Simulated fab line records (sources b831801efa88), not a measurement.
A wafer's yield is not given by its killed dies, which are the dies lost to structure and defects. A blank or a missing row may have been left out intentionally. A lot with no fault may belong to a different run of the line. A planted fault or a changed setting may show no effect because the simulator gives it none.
Which tool is to blame? :: flow sky130 :: 10 lots with 30 wafers sampled at 4 steps, on a route of 708 steps

WHAT THE GAUGES READ, wafer by wafer
SKY_SD_P_TW_MEAS_11.
lot: L579
measured: day 26 02:32
on: film_metro-04
SD_P_TW: 2848 2855 2842

lot: L580
measured: day 26 07:48
on: film_metro-02
SD_P_TW: 2677 2682 2678 2684 2677 2668

lot: L582
measured: day 27 00:34
on: film_metro-02
SD_P_TW: 2667 2674 2678 2669 2670 2664

lot: L591
measured: day 31 04:15
on: film_metro-02
SD_P_TW: 2842 2832 2858

lot: L592
measured: day 31 07:12
on: film_metro-02
SD_P_TW: 2833 2828 2846

lot: L593
measured: day 31 16:48
on: film_metro-02
SD_P_TW: 2842 2846 2840

lot: L595
measured: day 31 22:38
on: film_metro-04
SD_P_TW: 2863 2868 2873

lot: L598
measured: day 32 12:04
on: film_metro-01
SD_P_TW: 2807 2803 2806

lot: L599
measured: day 32 22:51
on: film_metro-04
SD_P_TW: 2858 2855 2845

lot: L600
measured: day 33 05:55
on: film_metro-04
SD_P_TW: 2854 2843 2853

TOOL THAT RAN EACH LOT (tool first, then ch and the chambers of the sampled wafers, then the start)
lot: L579
SKY_LDD_LDN_STRIP_12: plasma_asher-03 ch 0,1, day 23 12:52
SKY_SD_P_IMPLANT_09: implanter-01 ch 0, day 26 02:17
SKY_SD_P_STRIP_10: plasma_asher-02 ch 0,1, day 26 02:26

lot: L580
SKY_LDD_LDN_STRIP_12: plasma_asher-04 ch 0,1, day 23 20:17
SKY_SD_P_IMPLANT_09: implanter-01 ch 0, day 26 07:33
SKY_SD_P_STRIP_10: plasma_asher-04 ch 0,1, day 26 07:42

lot: L582
SKY_LDD_LDN_STRIP_12: plasma_asher-01 ch 0,1, day 24 12:20
SKY_SD_P_IMPLANT_09: implanter-01 ch 0, day 27 00:20
SKY_SD_P_STRIP_10: plasma_asher-03 ch 0,1, day 27 00:27

lot: L591
SKY_LDD_LDN_STRIP_12: plasma_asher-04 ch 0,1, day 28 15:13
SKY_SD_P_IMPLANT_09: implanter-01 ch 0, day 31 04:01
SKY_SD_P_STRIP_10: plasma_asher-03 ch 0,1, day 31 04:08

lot: L592
SKY_LDD_LDN_STRIP_12: plasma_asher-04 ch 0,1, day 28 20:28
SKY_SD_P_IMPLANT_09: implanter-03 ch 0, day 31 06:57
SKY_SD_P_STRIP_10: plasma_asher-04 ch 0,1, day 31 07:06

lot: L593
SKY_LDD_LDN_STRIP_12: plasma_asher-04 ch 0,1, day 29 07:01
SKY_SD_P_IMPLANT_09: implanter-03 ch 0, day 31 16:33
SKY_SD_P_STRIP_10: plasma_asher-03 ch 0,1, day 31 16:42

lot: L595
SKY_LDD_LDN_STRIP_12: plasma_asher-01 ch 0,1, day 29 12:31
SKY_SD_P_IMPLANT_09: implanter-04 ch 0, day 31 22:23
SKY_SD_P_STRIP_10: plasma_asher-04 ch 0,1, day 31 22:32

lot: L598
SKY_LDD_LDN_STRIP_12: plasma_asher-01 ch 0,1, day 30 01:19
SKY_SD_P_IMPLANT_09: implanter-01 ch 0, day 32 11:50
SKY_SD_P_STRIP_10: plasma_asher-02 ch 0,1, day 32 11:58

lot: L599
SKY_LDD_LDN_STRIP_12: plasma_asher-01 ch 0,1, day 30 13:34
SKY_SD_P_IMPLANT_09: implanter-04 ch 0, day 32 22:36
SKY_SD_P_STRIP_10: plasma_asher-03 ch 0, day 32 22:45

lot: L600
SKY_LDD_LDN_STRIP_12: plasma_asher-01 ch 0,1, day 30 20:25
SKY_SD_P_IMPLANT_09: implanter-01 ch 0, day 33 05:42
SKY_SD_P_STRIP_10: plasma_asher-02 ch 0,1, day 33 05:50
- SKY_LDD_LDN_STRIP_12: strips in O2/N2.
- SKY_SD_P_IMPLANT_09
- SKY_SD_P_STRIP_10: strips in O2/N2.

THE ANSWER, worked out from the rows above alone
Rule: usual is defined by the lots themselves. The widest of any qualifying gaps counts: lots, ordered by their means at a reading, are off when they make up no more than a third of the lots, leave a main group of 4 or more, and stand apart from it by 3 or more times the standard deviation of that group's means. A main group is skipped when, at the precision printed for the reading in the tables above, its means are all equal. A lot without any number at a reading at which 4 lots or more have one is off too. All remaining lots with rows at the step are treated as sound.
Off: at SKY_SD_P_TW_MEAS_11 (SD_P_TW), L580, L582. Mean 2843 and standard deviation 17 in the main group.
A tool fits if, at a process step before that reading, it ran every lot that is off, and no sound lot after the first of them. The gauges at SKY_SD_P_TW_MEAS_11 are tried like those tools. Of those tried, none fits.

WHAT WAS PUT IN BY THE SIMULATOR
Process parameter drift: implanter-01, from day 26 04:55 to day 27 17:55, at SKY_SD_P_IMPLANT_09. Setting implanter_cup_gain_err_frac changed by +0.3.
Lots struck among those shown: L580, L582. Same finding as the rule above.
